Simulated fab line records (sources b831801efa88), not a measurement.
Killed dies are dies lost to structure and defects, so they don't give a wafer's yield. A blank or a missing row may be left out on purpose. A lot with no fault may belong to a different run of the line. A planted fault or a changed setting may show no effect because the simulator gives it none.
fab line records -- flow sky130
record lots=10, wafers=30, lastDay=50
route steps=708 shown CONTACT@420 PAD_OPEN@708
lots with no fault: from the same line, run without faults
startH: hours from the record's first day to the start of the lot's first wafer shown -- waitH: hours from the lot's prior step to this one -- " as in the row above -- L1.1+2: a row that stands for several wafers -- - no value present, or no start provided -- * or withheld: withheld -- < > ~ a bound
route shown NAME@n: NAME is a module with steps in the file, n the number in the route of the first one -- usual: mean/standard deviation of fault-free wafers -- same: alike in all rows -- chamber/n: place in a boat -- sites: the reading at each site -- _std_site: standard deviation across them -- _edge_site: the outer-site mean with the inner-site mean subtracted -- radiusMm: how far each site lies from the wafer's centre -- mask NAME#n: copy n -- behind: the most recent tool/chamber to have shaped the wafer -- hold: cause of the lot's hold/its duration in hours/its outcome -- device: whichever transistor did not switch (one of n, p or np) -- end of line: the tests these same wafers got at the end of their route -- a step given without rows: its recipe and nothing more -- killed: dies that structure and defects cost at the first sort, which is not the same as the wafer's yield -- map: the dies of a wafer, with x for killed, . for not killed, _ for no die there
set.NAME: the setting as run; set.NAME@STEP: as run at that earlier step -- model.NAME: the simulator's own value behind a step, which no gauge read
steps of the route over a sample of lots; a table a step, a row a wafer
services: from which hour (startH, from the record's first day; less than 0 if before it) a tool's chamber was out of use, for how many hours, and why
## steps
# step SKY_CONTACT_CD_MEAS_14
# recipe targetCdNm=170
# usual cdNm=170.0/1.3
lot.wafer,tool,chamber,startH,waitH,cdNm
L251.3,cdSem-02,-,752.77,-,168.1
L251.4,cdSem-02,-,752.77,-,167.3
L251.6,cdSem-02,-,752.77,-,168.3
L253.2,cdSem-01,-,758.66,-,171.1
L253.5,cdSem-01,-,758.66,-,170.8
L253.6,cdSem-01,-,758.66,-,169.6
L255.3,cdSem-02,-,784.73,-,171.1
L255.4,cdSem-02,-,784.73,-,169.4
L255.6,cdSem-02,-,784.73,-,170.9
L259.1,cdSem-02,-,803.63,-,168.2
L259.2,cdSem-02,-,803.63,-,169.2
L259.6,cdSem-02,-,803.63,-,170.5
L260.2,cdSem-01,-,811.50,-,167.6
L260.3,cdSem-01,-,811.50,-,168.0
L260.5,cdSem-01,-,811.50,-,168.7
L266.3,cdSem-01,-,857.78,-,169.2
L266.4,cdSem-01,-,857.78,-,170.0
L266.6,cdSem-01,-,857.78,-,169.2
L268.2,cdSem-02,-,870.55,-,170.8
L268.5,cdSem-02,-,870.55,-,170.2
L268.6,cdSem-02,-,870.55,-,170.2
L269.1,cdSem-01,-,888.34,-,171.0
L269.2,cdSem-01,-,888.34,-,172.0
L269.6,cdSem-01,-,888.34,-,172.5
L270.1,cdSem-01,-,902.89,-,170.3
L270.4,cdSem-01,-,902.89,-,169.2
L270.6,cdSem-01,-,902.89,-,170.0
L271.2,cdSem-02,-,907.46,-,168.1
L271.5,cdSem-02,-,907.46,-,168.5
L271.6,cdSem-02,-,907.46,-,168.7
# step SKY_CONTACT_ETCH_16
# recipe chemistry=N2/H2, target=BARC, ionEnergyEv=200, sourceW=500, biasW=100, pressureMtorr=30, n2FlowSccm=100, h2FlowSccm=200, stopOn=SiO2, timeS=45.9, targetDepthA=600
# usual biasW=99.99/0.28, chamberPressureMTorr=30.001/0.027, drypumpMotorCurrentA=5.7/0.33, oesProductAu=0.855/0.0047, rfFwdPowerW=495.5/2.2, throttleValvePct=13.226/0.0097
lot.wafer,tool,chamber,startH,waitH,biasW,chamberPressureMTorr,drypumpMotorCurrentA,oesProductAu,rfFwdPowerW,rfHoursCounterH,throttleValvePct
L251.3,rieDiel-02,0,752.89,0.0,99.60,29.981,5.4,0.855,493.8,25,13.221
L251.4,rieDiel-02,2,752.89,0.0,99.77,30.009,6.0,0.848,494.2,12,13.223
L251.6,rieDiel-02,2,752.89,0.0,99.79,30.002,6.0,0.862,493.4,-,13.236
L253.2,rieDiel-03,3,758.79,0.0,99.54,29.975,5.5,0.861,490.5,11,13.208
L253.5,rieDiel-03,3,758.79,0.0,99.72,29.980,5.5,0.849,491.6,-,13.224
L253.6,rieDiel-03,0,758.79,0.0,100.36,30.011,5.6,0.854,497.8,-,13.219
L255.3,rieDiel-01,0,784.84,0.0,99.86,29.983,5.5,0.851,492.8,9,13.229
L255.4,rieDiel-01,2,784.84,0.0,99.90,30.040,6.2,0.851,494.4,23,13.218
L255.6,rieDiel-01,3,784.84,0.0,99.80,29.998,5.7,0.866,492.9,-,13.228
L259.1,rieDiel-03,3,803.79,0.0,99.74,30.072,5.5,0.854,491.3,12,13.247
L259.2,rieDiel-03,1,803.79,0.0,99.77,30.014,5.9,0.849,496.5,22,13.238
L259.6,rieDiel-03,3,803.79,0.0,99.74,29.976,5.5,0.852,491.9,-,13.233
L260.2,rieDiel-02,2,811.64,0.0,100.29,29.993,6.0,0.851,493.6,14,13.240
L260.3,rieDiel-02,3,811.64,0.0,100.07,29.969,5.3,0.859,494.4,2,13.205
L260.5,rieDiel-02,3,811.64,0.0,100.06,29.964,5.3,0.857,495.3,-,13.219
L266.3,rieDiel-03,2,857.89,0.0,100.22,29.947,6.3,0.847,495.2,7,13.216
L266.4,rieDiel-03,1,857.89,0.0,100.44,30.013,5.9,0.847,494.5,-,13.214
L266.6,rieDiel-03,2,857.89,0.0,99.74,29.962,6.3,0.850,491.5,-,13.217
L268.2,rieDiel-03,2,870.69,0.0,99.95,30.049,6.3,0.855,496.5,8,13.212
L268.5,rieDiel-03,0,870.69,0.0,100.06,30.022,5.6,0.844,496.6,-,13.225
L268.6,rieDiel-03,3,870.69,0.0,100.33,29.935,5.5,0.855,492.0,-,13.224
L269.1,rieDiel-01,1,888.49,0.0,100.00,30.015,5.1,0.855,496.0,12,13.233
L269.2,rieDiel-01,2,888.49,0.0,99.68,29.961,6.2,0.858,497.5,26,13.226
L269.6,rieDiel-01,0,888.49,0.0,100.10,30.031,5.5,0.855,493.4,-,13.211
L270.1,rieDiel-03,2,903.05,0.0,100.41,29.946,6.4,0.857,497.4,9,13.228
L270.4,rieDiel-03,3,903.05,0.0,100.37,29.935,5.5,0.859,493.2,15,13.227
L270.6,rieDiel-03,1,903.05,0.0,99.54,29.969,5.9,0.853,496.2,-,13.219
L271.2,rieDiel-02,2,907.59,0.0,100.69,29.980,6.0,0.850,495.2,17,13.246
L271.5,rieDiel-02,2,907.59,0.0,100.01,29.951,6.0,0.859,494.9,-,13.227
L271.6,rieDiel-02,1,907.59,0.0,100.04,30.003,5.7,0.857,495.7,-,13.224
# step SKY_CONTACT_ETCH_17
# recipe target=SiO2, chemistry=C4F8/O2/Ar, stopOn=Si3N4, maskMaterial=KrF-thick, sourceW=1500, biasW=1200, pressureMtorr=40, c4f8FlowSccm=withheld, O2_flow_sccm=6, Ar_flow_sccm=300, timeS=withheld, targetDepthA=3400
# usual biasW=1200/3.5, chamberPressureMTorr=40.00/0.04, oesProductAu=0.892/0.0044, rfFwdPowerW=1488/6.5
lot.wafer,tool,chamber,startH,waitH,biasW,chamberPressureMTorr,oesProductAu,rfFwdPowerW
L251.3,rieDiel-02,0,752.93,0.0,1194,40.02,0.885,1493
L251.4,rieDiel-02,2,752.93,0.0,1203,39.95,0.889,1489
L251.6,rieDiel-02,2,752.93,0.0,1200,40.07,0.880,1492
L253.2,rieDiel-03,3,758.83,0.0,1193,39.95,0.895,1481
L253.5,rieDiel-03,3,758.83,0.0,1195,40.01,0.893,1476
L253.6,rieDiel-03,0,758.83,0.0,1192,39.92,0.886,1491
L255.3,rieDiel-01,0,784.88,0.0,1196,40.01,0.893,1477
L255.4,rieDiel-01,2,784.88,0.0,1205,40.02,0.890,1490
L255.6,rieDiel-01,3,784.88,0.0,1197,40.02,0.897,1489
L259.1,rieDiel-03,3,803.83,0.0,-,-,-,-
L259.2,rieDiel-03,1,803.83,0.0,-,-,-,-
L259.6,rieDiel-03,3,803.83,0.0,-,-,-,-
L260.2,rieDiel-02,2,811.68,0.0,-,-,-,-
L260.3,rieDiel-02,3,811.68,0.0,-,-,-,-
L260.5,rieDiel-02,3,811.68,0.0,-,-,-,-
L266.3,rieDiel-03,2,857.94,0.0,1200,39.99,0.888,1487
L266.4,rieDiel-03,1,857.94,0.0,1200,40.01,0.893,1482
L266.6,rieDiel-03,2,857.94,0.0,1194,40.00,0.887,1490
L268.2,rieDiel-03,2,870.73,0.0,1198,39.98,0.899,1494
L268.5,rieDiel-03,0,870.73,0.0,1204,40.00,0.897,1490
L268.6,rieDiel-03,3,870.73,0.0,1199,40.00,0.891,1474
L269.1,rieDiel-01,1,888.54,0.0,1197,39.98,0.891,1490
L269.2,rieDiel-01,2,888.54,0.0,1200,40.03,0.891,1490
L269.6,rieDiel-01,0,888.54,0.0,1197,40.07,0.889,1481
L270.1,rieDiel-03,2,903.09,0.0,1198,40.02,0.891,1492
L270.4,rieDiel-03,3,903.09,0.0,1195,39.98,0.890,1476
L270.6,rieDiel-03,1,903.09,0.0,1201,39.96,0.890,1488
L271.2,rieDiel-02,2,907.64,0.0,1200,39.98,0.900,1494
L271.5,rieDiel-02,2,907.64,0.0,1195,40.06,0.895,1498
L271.6,rieDiel-02,1,907.64,0.0,1204,39.99,0.887,1487
# step SKY_CONTACT_ETCH_18
# recipe target=Si3N4, chemistry=CHF3/O2, stopOn=TiN, sourceW=600, biasW=200, pressureMtorr=40, chf3FlowSccm=50, O2_flow_sccm=5, timeS=39, targetDepthA=750
# usual O2_flow_sccm=5.001/0.015, biasW=199.9/0.55, drypumpMotorCurrentA=5.7/0.33, oesProductAu=0.855/0.0082, rfFwdPowerW=594.0/3, throttleValvePct=8.793/0.009
lot.wafer,tool,chamber,startH,waitH,O2_flow_sccm,biasW,drypumpMotorCurrentA,oesProductAu,rfFwdPowerW,rfHoursCounterH,throttleValvePct
L251.3,rieDiel-02,0,-,-,5.003,200.4,5.5,0.855,597.6,25,8.789
L251.4,rieDiel-02,2,-,-,4.990,199.6,6.0,0.866,593.3,12,8.805
L251.6,rieDiel-02,2,-,-,5.014,199.2,6.0,0.857,592.9,-,8.799
L253.2,rieDiel-03,3,-,-,5.028,198.6,5.5,0.854,589.8,11,8.783
L253.5,rieDiel-03,3,-,-,5.013,199.2,5.5,0.855,586.8,-,8.798
L253.6,rieDiel-03,0,-,-,5.013,200.3,5.6,0.857,597.8,-,8.802
L255.3,rieDiel-01,0,-,-,5.035,199.2,5.5,0.841,588.6,9,8.794
L255.4,rieDiel-01,2,-,-,4.989,199.7,6.2,0.864,598.1,23,8.791
L255.6,rieDiel-01,3,-,-,5.015,200.4,5.7,0.868,594.9,-,8.788
L259.1,rieDiel-03,3,-,-,5.004,198.8,5.5,0.375,588.2,13,8.684
L259.2,rieDiel-03,1,-,-,5.013,199.4,5.9,0.376,595.2,22,8.667
L259.6,rieDiel-03,3,-,-,5.008,199.9,5.5,0.378,589.2,-,8.682
L260.2,rieDiel-02,2,-,-,5.008,200.5,6.0,0.364,589.6,14,8.682
L260.3,rieDiel-02,3,-,-,4.969,199.9,5.2,0.373,594.1,2,8.666
L260.5,rieDiel-02,3,-,-,4.991,200.2,5.3,0.372,595.4,-,8.682
L266.3,rieDiel-03,2,-,-,4.996,200.3,6.3,0.858,593.3,7,8.787
L266.4,rieDiel-03,1,-,-,4.990,200.0,5.9,0.866,595.0,-,8.801
L266.6,rieDiel-03,2,-,-,5.015,199.8,6.3,0.862,595.2,-,8.801
L268.2,rieDiel-03,2,-,-,5.006,199.4,6.3,0.855,597.6,8,8.787
L268.5,rieDiel-03,0,-,-,5.005,200.2,5.6,0.859,597.4,-,8.791
L268.6,rieDiel-03,3,-,-,5.003,200.1,5.5,0.850,591.8,-,8.794
L269.1,rieDiel-01,1,-,-,4.996,199.8,5.1,0.847,593.8,12,8.788
L269.2,rieDiel-01,2,-,-,4.979,200.3,6.2,0.851,596.8,26,8.791
L269.6,rieDiel-01,0,-,-,4.997,199.5,5.5,0.861,590.8,-,8.790
L270.1,rieDiel-03,2,-,-,4.992,200.0,6.3,0.850,592.6,9,8.797
L270.4,rieDiel-03,3,-,-,4.990,199.7,5.5,0.867,592.0,15,8.790
L270.6,rieDiel-03,1,-,-,4.990,199.6,5.9,0.852,592.9,-,8.793
L271.2,rieDiel-02,2,-,-,4.988,199.8,5.9,0.852,595.3,17,8.783
L271.5,rieDiel-02,2,-,-,4.997,199.5,5.9,0.862,593.8,-,8.783
L271.6,rieDiel-02,1,-,-,5.017,199.8,5.7,0.855,591.9,-,8.798
# step SKY_CONTACT_STRIP_19
# recipe chemistry=O2/N2, powerW=1400, pressureMtorr=1500, platenTempC=withheld, o2FlowSccm=3000, n2FlowSccm=300, overashFraction=0.5
# usual drypumpMotorCurrentA=5.7/0.4, o2FlowSccm=3000/8.9, oesProductAu=0.381/0.0047, stripTimeToEndpointS=3.618/0.022
lot.wafer,tool,chamber,startH,waitH,drypumpMotorCurrentA,o2FlowSccm,oesProductAu,rfHoursCounterH,stripTimeToEndpointS
L251.3,plasmaAsher-04,1,753.06,-,5.7,3004,0.381,-,3.624
L251.4,plasmaAsher-04,0,753.06,-,5.7,3008,0.373,-,3.624
L251.6,plasmaAsher-04,0,753.06,-,5.7,3008,0.384,-,3.664
L253.2,plasmaAsher-02,0,758.92,-,5.2,2998,0.380,61,3.593
L253.5,plasmaAsher-02,1,758.92,-,6.1,2996,0.382,-,3.583
L253.6,plasmaAsher-02,0,758.92,-,5.3,2982,0.381,-,3.625
L255.3,plasmaAsher-03,0,785.01,-,6.2,2998,0.389,-,3.625
L255.4,plasmaAsher-03,1,785.01,-,5.2,2987,0.378,-,3.602
L255.6,plasmaAsher-03,0,785.01,-,6.2,2993,0.391,-,3.612
L259.1,plasmaAsher-03,1,803.92,-,5.2,2996,0.411,103,4.296
L259.2,plasmaAsher-03,0,803.92,-,6.2,2998,0.408,103,4.276
L259.6,plasmaAsher-03,0,803.92,-,6.2,3009,0.408,-,4.274
L260.2,plasmaAsher-04,0,811.77,-,5.7,2998,0.411,38,4.330
L260.3,plasmaAsher-04,1,811.77,-,5.7,2991,0.407,-,4.304
L260.5,plasmaAsher-04,1,811.77,-,5.8,3004,0.409,-,4.308
L266.3,plasmaAsher-03,1,858.06,-,5.2,2988,0.373,-,3.627
L266.4,plasmaAsher-03,0,858.06,-,6.2,2997,0.376,-,3.582
L266.6,plasmaAsher-03,0,858.06,-,6.2,2999,0.382,-,3.615
L268.2,plasmaAsher-02,1,870.82,-,6.1,3007,0.385,72,3.611
L268.5,plasmaAsher-02,0,870.82,-,5.3,2996,0.370,-,3.635
L268.6,plasmaAsher-02,1,870.82,-,6.1,3010,0.383,-,3.609
L269.1,plasmaAsher-03,1,888.63,-,5.2,2995,0.383,112,3.609
L269.2,plasmaAsher-03,0,888.63,-,6.2,3003,0.379,112,3.585
L269.6,plasmaAsher-03,1,888.63,-,5.2,3004,0.388,-,3.580
L270.1,plasmaAsher-02,0,903.18,-,5.3,2997,0.377,75,3.642
L270.4,plasmaAsher-02,1,903.18,-,6.1,3001,0.381,-,3.609
L270.6,plasmaAsher-02,1,903.18,-,6.1,3026,0.368,-,3.643
L271.2,plasmaAsher-02,0,907.73,-,5.3,3021,0.375,76,3.628
L271.5,plasmaAsher-02,1,907.73,-,6.1,2992,0.388,-,3.639
L271.6,plasmaAsher-02,0,907.73,-,5.3,3018,0.382,-,3.608
# step SKY_PAD_OPEN_PROBE_99
# usual killed_at_M0_to_M3=44/7.2, killed_at_M4_up=3.1/1.7, killedAtContacts=25/5.1, killedAtFrontEnd=14/4.6, killedAtOther=0.3/0.59, killedDies=86/9.6, killedOnRim=17/4.1, killedOpen=47/7.4, killedShort=39/6
# same grossDies=492, killedAtBackSide=0
lot.wafer,tool,chamber,startH,waitH,hold,killed_at_M0_to_M3,killed_at_M4_up,killedAtContacts,killedAtFrontEnd,killedAtOther,killedDies,killedOnRim,killedOpen,killedShort
L251.3,prober-02,-,1086.97,0.2,-,45,3,25,20,1,94,16,50,44
L251.4,prober-02,-,1087.02,0.2,-,45,3,30,11,0,89,17,51,38
L251.6,prober-02,-,1087.12,0.2,-,37,5,26,12,0,80,20,54,26
L253.2,prober-01,-,1089.65,0.1,-,33,5,20,11,1,70,18,40,30
L253.5,prober-01,-,1089.80,0.2,-,32,3,28,5,2,70,8,38,32
L253.6,prober-01,-,1089.85,0.2,-,41,5,21,9,0,76,19,42,34
L255.3,prober-02,-,1109.80,0.2,-,42,3,20,7,0,72,19,37,35
L255.4,prober-02,-,1109.85,0.2,-,39,3,20,10,0,72,8,46,26
L255.6,prober-02,-,1109.95,0.2,-,49,3,23,10,0,85,21,54,31
L259.1,prober-02,-,1125.80,0.1,awaitDispo/2.9h/scrap,237,72,128,8,47,492,96,46,37
L259.2,prober-02,-,1125.85,0.1,awaitDispo/2.9h/scrap,238,58,116,13,67,492,96,45,44
L259.6,prober-02,-,1126.05,0.2,awaitDispo/2.9h/scrap,226,64,122,25,55,492,96,50,44
L260.2,prober-01,-,1131.36,0.1,awaitDispo/3.6h/scrap,227,67,122,14,62,492,96,56,32
L260.3,prober-01,-,1131.41,0.2,awaitDispo/3.6h/scrap,226,72,117,12,65,492,96,45,33
L260.5,prober-01,-,1131.51,0.2,awaitDispo/3.6h/scrap,239,65,118,12,58,492,96,47,39
L266.3,prober-01,-,1165.56,0.2,-,51,3,26,9,0,89,17,43,46
L266.4,prober-01,-,1165.61,0.2,-,49,2,18,13,0,82,17,44,38
L266.6,prober-01,-,1165.71,0.2,-,35,5,18,12,1,71,15,40,31
L268.2,prober-01,-,1171.74,0.1,-,39,1,18,12,0,70,13,41,29
L268.5,prober-01,-,1171.89,0.2,-,42,2,24,9,0,77,14,43,34
L268.6,prober-01,-,1171.94,0.2,-,47,6,25,11,0,89,13,46,43
L269.1,prober-02,-,1183.00,0.1,-,39,4,23,21,0,87,15,49,38
L269.2,prober-02,-,1183.05,0.1,-,42,4,31,24,1,102,15,63,39
L269.6,prober-02,-,1183.25,0.2,-,43,6,26,16,0,91,27,56,35
L270.1,prober-01,-,1194.15,0.1,-,47,4,30,17,1,99,22,49,50
L270.4,prober-01,-,1194.30,0.2,-,37,4,26,21,0,88,19,37,51
L270.6,prober-01,-,1194.40,0.2,-,56,2,18,20,0,96,16,59,37
L271.2,prober-01,-,1196.01,0.1,-,38,3,21,12,0,74,19,42,32
L271.5,prober-01,-,1196.16,0.2,-,44,2,24,7,0,77,21,45,32
L271.6,prober-01,-,1196.21,0.2,-,38,5,22,14,0,79,13,44,35
# killed by level:class
L251.3 VIA1:geometricParticle:open=12 FIELD_ISO:geometricParticle:short=9 CONTACT:geometricParticle:open=9 VIA3:geometricParticle:open=8 LI_CONTACT:geometricParticle:open=7 VIA2:geometricParticle:open=7 VIA3:geometricParticle:short=6 POLY_GATE:geometricParticle:short=4
L251.4 CONTACT:geometricParticle:open=13 VIA1:geometricParticle:open=10 VIA2:geometricParticle:open=10 CONTACT:geometricParticle:short=6 LI_CONTACT:geometricParticle:open=6 METAL1:geometricParticle:short=5 VIA1:geometricParticle:short=5 METAL2:geometricParticle:short=4
L251.6 VIA1:geometricParticle:open=13 CONTACT:geometricParticle:open=12 VIA2:geometricParticle:open=7 FIELD_ISO:geometricParticle:open=6 LI_CONTACT:geometricParticle:open=6 CONTACT:geometricParticle:short=4 METAL4:geometricParticle:short=4 VIA3:geometricParticle:open=4
L253.2 CONTACT:geometricParticle:open=9 VIA2:geometricParticle:open=8 FIELD_ISO:geometricParticle:open=5 VIA1:geometricParticle:short=5 VIA3:geometricParticle:open=5 METAL4:geometricParticle:short=5 FIELD_ISO:geometricParticle:short=4 LOCAL_INTERCONNECT:geometricParticle:short=4
L253.5 CONTACT:geometricParticle:open=14 VIA1:geometricParticle:open=10 VIA2:geometricParticle:open=6 CONTACT:geometricParticle:short=5 FIELD_ISO:geometricParticle:short=3 LI_CONTACT:geometricParticle:short=3 METAL2:geometricParticle:short=3 VIA2:geometricParticle:short=3
L253.6 VIA3:geometricParticle:open=9 METAL2:geometricParticle:short=8 VIA2:geometricParticle:open=7 LI_CONTACT:geometricParticle:open=5 CONTACT:geometricParticle:open=5 CONTACT:geometricParticle:short=4 VIA1:geometricParticle:open=4 METAL4:geometricParticle:short=4
L255.3 VIA1:geometricParticle:open=9 METAL1:geometricParticle:short=8 CONTACT:geometricParticle:open=6 VIA3:geometricParticle:open=6 CONTACT:geometricParticle:short=6 VIA1:geometricParticle:short=6 LOCAL_INTERCONNECT:geometricParticle:short=5 VIA2:geometricParticle:open=4
L255.4 VIA1:geometricParticle:open=12 CONTACT:geometricParticle:open=9 LI_CONTACT:geometricParticle:open=6 VIA2:geometricParticle:open=6 VIA2:geometricParticle:short=5 METAL1:geometricParticle:short=4 METAL2:geometricParticle:short=4 FIELD_ISO:geometricParticle:open=3
L255.6 VIA2:geometricParticle:open=11 VIA1:geometricParticle:open=10 LI_CONTACT:geometricParticle:open=7 CONTACT:geometricParticle:open=7 VIA1:geometricParticle:short=6 METAL2:geometricParticle:short=5 VIA3:geometricParticle:open=5 FIELD_ISO:geometricParticle:open=4
L259.1 CONTACT:areaEtch=96 METAL4:areaExpose=38 METAL3:areaExpose=36 VIA2:areaExpose=35 VIA3:areaExpose=35 VIA1:areaExpose=34 VIA4:areaExpose=32 METAL1:areaExpose=30
L259.2 CONTACT:areaEtch=94 VIA3:areaExpose=38 METAL1:areaExpose=34 METAL2:areaExpose=34 CAPM:areaExpose=34 CAP2M:areaExpose=33 VIA1:areaExpose=33 VIA2:areaExpose=28
L259.6 CONTACT:areaEtch=98 METAL3:areaExpose=36 METAL1:areaExpose=35 VIA4:areaExpose=35 VIA2:areaExpose=30 CAP2M:areaExpose=29 METAL4:areaExpose=28 VIA3:areaExpose=28
L260.2 CONTACT:areaEtch=97 VIA2:areaExpose=38 METAL4:areaExpose=33 METAL1:areaExpose=33 CAP2M:areaExpose=33 VIA4:areaExpose=32 METAL2:areaExpose=29 CAPM:areaExpose=28
L260.3 CONTACT:areaEtch=95 METAL4:areaExpose=39 CAP2M:areaExpose=34 METAL1:areaExpose=34 VIA3:areaExpose=33 VIA2:areaExpose=33 VIA4:areaExpose=32 VIA1:areaExpose=32
L260.5 CONTACT:areaEtch=95 VIA2:areaExpose=39 METAL3:areaExpose=38 METAL4:areaExpose=36 CAPM:areaExpose=29 VIA3:areaExpose=29 METAL1:areaExpose=29 CAP2M:areaExpose=29
L266.3 VIA1:geometricParticle:open=12 CONTACT:geometricParticle:open=9 LI_CONTACT:geometricParticle:open=7 METAL2:geometricParticle:short=7 METAL3:geometricParticle:short=7 VIA2:geometricParticle:open=5 VIA2:geometricParticle:short=5 CONTACT:geometricParticle:short=4
L266.4 VIA1:geometricParticle:open=13 CONTACT:geometricParticle:open=8 METAL1:geometricParticle:short=8 METAL2:geometricParticle:short=6 VIA3:geometricParticle:open=6 VIA2:geometricParticle:open=5 FIELD_ISO:geometricParticle:open=4 LI_CONTACT:geometricParticle:short=4
L266.6 VIA1:geometricParticle:open=8 CONTACT:geometricParticle:open=7 VIA2:geometricParticle:open=6 CONTACT:geometricParticle:short=5 FIELD_ISO:geometricParticle:open=4 LI_CONTACT:geometricParticle:open=4 VIA1:geometricParticle:short=4 METAL1:geometricParticle:short=4
L268.2 VIA1:geometricParticle:open=12 CONTACT:geometricParticle:open=8 VIA3:geometricParticle:open=6 FIELD_ISO:geometricParticle:short=4 LI_CONTACT:geometricParticle:open=4 METAL1:geometricParticle:short=4 VIA3:geometricParticle:short=4 POLY_CUT:geometricParticle:open=3
L268.5 VIA1:geometricParticle:open=14 CONTACT:geometricParticle:open=11 VIA1:geometricParticle:short=6 CONTACT:geometricParticle:short=5 METAL1:geometricParticle:short=5 POLY_GATE:geometricParticle:short=4 LI_CONTACT:geometricParticle:short=4 LI_CONTACT:geometricParticle:open=4
L268.6 VIA1:geometricParticle:open=13 VIA3:geometricParticle:open=12 CONTACT:geometricParticle:open=8 METAL2:geometricParticle:short=7 LOCAL_INTERCONNECT:geometricParticle:short=6 METAL4:geometricParticle:short=6 LI_CONTACT:geometricParticle:short=5 METAL1:geometricParticle:short=5
L269.1 VIA1:geometricParticle:open=11 CONTACT:geometricParticle:open=7 FIELD_ISO:geometricParticle:open=6 VIA3:geometricParticle:open=6 LI_CONTACT:geometricParticle:open=5 METAL2:geometricParticle:short=5 METAL1:geometricParticle:short=4 POLY_GATE:geometricParticle:short=4
L269.2 VIA1:geometricParticle:open=10 FIELD_ISO:geometricParticle:open=9 CONTACT:geometricParticle:open=9 LI_CONTACT:geometricParticle:open=7 POLY_GATE:geometricParticle:open=6 LOCAL_INTERCONNECT:geometricParticle:short=6 METAL2:geometricParticle:short=6 CONTACT:geometricParticle:short=6
L269.6 VIA1:geometricParticle:open=13 CONTACT:geometricParticle:open=12 VIA2:geometricParticle:open=7 LI_CONTACT:geometricParticle:open=6 METAL2:geometricParticle:short=5 CONTACT:geometricParticle:short=4 VIA3:geometricParticle:open=4 METAL4:geometricParticle:short=4
L270.1 VIA1:geometricParticle:open=15 VIA3:geometricParticle:open=8 LOCAL_INTERCONNECT:geometricParticle:short=8 CONTACT:geometricParticle:short=7 POLY_GATE:geometricParticle:open=6 METAL2:geometricParticle:short=6 LI_CONTACT:geometricParticle:short=5 LI_CONTACT:geometricParticle:open=5
L270.4 CONTACT:geometricParticle:open=12 FIELD_ISO:geometricParticle:short=6 CONTACT:geometricParticle:short=6 METAL2:geometricParticle:short=6 METAL1:geometricParticle:short=6 VIA3:geometricParticle:open=6 FIELD_ISO:geometricParticle:open=5 POLY_GATE:geometricParticle:short=5
L270.6 VIA3:geometricParticle:open=11 VIA1:geometricParticle:open=10 CONTACT:geometricParticle:open=8 METAL1:geometricParticle:short=8 VIA2:geometricParticle:open=8 FIELD_ISO:geometricParticle:open=5 LI_CONTACT:geometricParticle:open=5 VIA3:geometricParticle:short=5
L271.2 VIA2:geometricParticle:open=9 VIA1:geometricParticle:open=7 LI_CONTACT:geometricParticle:open=6 CONTACT:geometricParticle:open=6 METAL1:geometricParticle:short=5 VIA3:geometricParticle:open=5 LI_CONTACT:geometricParticle:short=4 CONTACT:geometricParticle:short=4
L271.5 VIA1:geometricParticle:open=11 LI_CONTACT:geometricParticle:open=9 CONTACT:geometricParticle:open=8 VIA2:geometricParticle:open=8 METAL1:geometricParticle:short=5 VIA1:geometricParticle:short=5 LI_CONTACT:geometricParticle:short=4 VIA3:geometricParticle:open=4
L271.6 VIA1:geometricParticle:open=12 CONTACT:geometricParticle:open=9 VIA2:geometricParticle:open=8 POLY_GATE:geometricParticle:short=6 VIA1:geometricParticle:short=5 POLY_GATE:geometricParticle:open=4 LI_CONTACT:geometricParticle:short=4 LI_CONTACT:geometricParticle:open=4
## services
tool,chamber,startH,hours,kind
rieDiel-02,3,732.72,-,clean
rieDiel-02,3,732.72,17.8,scheduledDown
rieDiel-02,3,732.72,17.8,ventCycle
rieDiel-01,2,737.68,3.0,repair
plasmaAsher-04,-,740.30,0.8,repair
rieDiel-01,-,747.33,0.3,repair
rieDiel-01,-,763.05,0.5,repair
rieDiel-01,-,808.38,2.8,pm
rieDiel-01,0,812.68,1.4,repair
rieDiel-03,1,814.03,10.9,repair
rieDiel-03,2,815.28,19.9,repair
rieDiel-02,2,817.34,3.7,repair
rieDiel-02,1,842.27,3.7,repair
rieDiel-03,3,846.48,13.8,repair
rieDiel-02,2,848.65,2.1,repair
plasmaAsher-04,-,860.75,1.0,repair
rieDiel-02,0,861.06,7.7,repair
rieDiel-02,0,868.80,-,clean
rieDiel-02,0,868.80,25.3,scheduledDown
rieDiel-02,0,868.80,25.3,ventCycle
rieDiel-02,-,874.58,0.8,repair
rieDiel-01,2,900.28,6.2,repair
## key
firstSign step=SKY_CONTACT_ETCH_17, reading=toolRecord, direction=missing
effect step=SKY_CONTACT_ETCH_18, reading=oesProductAu, direction=down, sigmas=59, usual=0.855, struck=0.373
effect step=SKY_CONTACT_STRIP_19, reading=stripTimeToEndpointS, direction=up, sigmas=31, usual=*, struck=*
effect step=SKY_PAD_OPEN_PROBE_99, reading=killedAtOther, direction=up, sigmas=59, usual=0.3, struck=59
moreKillsBornAt SKY_CONTACT_ETCH_17@rieDiel-03=288, SKY_CONTACT_ETCH_17@rieDiel-02=287
metAt SKY_CONTACT_ETCH_17
struckLots L259,L260
laterRowsLeftOut L259.1,L259.2,L259.6,L260.2,L260.3,L260.5
testerLeftOut L259,L260
notActingAt SKY_CONTACT_CD_MEAS_14,SKY_CONTACT_ETCH_16
onsetBetween 758.83 803.83
fault kind=skippedStepWhole, tool=rieDiel-02,rieDiel-03, chamber=-, onsetH=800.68, steps=SKY_CONTACT_ETCH_17, scope=struckLotsOnly
# testerLeftOut: of these lots the tester's yield and bins aren't shown, on N5 and GAA mostly nor the transistor test; their killed dies are dies lost to structure and defects alone, not to doping, threshold or leakage, so they don't give the yield
# laterRowsLeftOut: the simulator's readings of these wafers behind a module that went badly wrong aren't trusted and aren't shown, but for the sort
